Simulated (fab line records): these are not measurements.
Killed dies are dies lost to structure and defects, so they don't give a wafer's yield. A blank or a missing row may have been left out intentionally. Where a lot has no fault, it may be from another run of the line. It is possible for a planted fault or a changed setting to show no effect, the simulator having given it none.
Split-lot experiment ; flow sky130 ; 23 wafers read across 5 lots, on a route 708 steps long

## ABOUT THE SPLIT
At SKY_VIA4_DEVELOP_10 (develop time 60 s), the setting developTimeS was moved away from the recipe's 60 s on 7 of the 23 wafers read, by -6.8% to +9.9%. The other wafers ran this setting at the recipe's value.

Split to reading: the file shows no intervening step.

## THE READING
VIA4.cdNm (the simulator's own value, which no gauge read), in nm, at SKY_VIA4_ETCH_12 (etches SiO2 in C4F8/O2/Ar, stops on TiN, target depth 580 nm). There is no usual value for it anywhere in the file. Average 799.7 nm, standard deviation 1.8 nm, over the 16 wafers here run with the recipe.

wafer;tool, chamber at the split;developTimeS as run, s;against the recipe;VIA4.cdNm, nm;against lot-mates on the recipe
L074.1;lithoTrack-03, 0;65.97;+9.9%;806.2;+8.7
L074.3;lithoTrack-03, 0;60;recipe;797.5;-
L074.4;lithoTrack-03, 0;60;recipe;797.5;-
L074.5;lithoTrack-03, 0;65.97;+9.9%;807.6;+10.1
L074.6;lithoTrack-03, 0;60;recipe;797.4;-
L075.1;lithoTrack-04, 0;60;recipe;800.8;-
L075.3;lithoTrack-04, 0;56.93;-5.1%;795;-7.1
L075.4;lithoTrack-04, 0;60;recipe;801.8;-
L075.5;lithoTrack-04, 0;60;recipe;803.8;-
L075.6;lithoTrack-04, 0;56.93;-5.1%;793.7;-8.4
L078.2;lithoTrack-03, 0;60;recipe;799.7;-
L078.3;lithoTrack-03, 0;55.9;-6.8%;792.7;-6.6
L078.4;lithoTrack-03, 0;55.9;-6.8%;793;-6.4
L078.5;lithoTrack-03, 0;60;recipe;799;-
L078.6;lithoTrack-03, 0;55.9;-6.8%;790.8;-8.6
L079.1;lithoTrack-02, 0;60;recipe;797.9;-
L079.2;lithoTrack-02, 0;60;recipe;798.8;-
L079.3;lithoTrack-02, 0;60;recipe;798.2;-
L081.2;lithoTrack-04, 0;60;recipe;799.3;-
L081.3;lithoTrack-04, 0;60;recipe;800.2;-
L081.4;lithoTrack-04, 0;60;recipe;800.3;-
L081.5;lithoTrack-04, 0;60;recipe;801;-
L081.6;lithoTrack-04, 0;60;recipe;802.3;-

FIT RESULTS
A straight line over all 23 wafers: VIA4.cdNm changes by +0.892 nm for each +1% of developTimeS; r = +0.91; the points scatter about the line by 1.8 nm.
The same after taking each lot's own level away (the mean of its wafers on the recipe; 23 wafers): +1.05 nm for each +1%; r = +0.97; scatter 1.1 nm.
That fit puts the effect of the largest move of developTimeS on the reading at 10 nm.
Across the lots, their own levels run from 797.47 to 802.13 nm, a range of 2.6 times the standard deviation given above.
So the slope is not independent of the lot-to-lot level: the two fits are not the same.
Check: with one of the wafers moved furthest among these (+9.9%) left out of the fit, the line predicts +10.9 nm for it against its lot-mates. Against them it came out at +8.73 nm.

## OTHER SPLITS APPLIED TO THESE WAFERS
Note: prior to the reading, these wafers also went through further splits. Each is held against what the fit with the lots' levels taken away leaves over:
other split on the same wafers;wafers away from the commonest value;r with VIA4.cdNm (lot level and that fit taken away)
SKY_VIA4_CMP_02 leaveAboveRefNm;6;-0.44

## THE FILE'S OWN FIT
VIA4.cdNm changes by +1.06 nm for each +1% of developTimeS, r = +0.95.
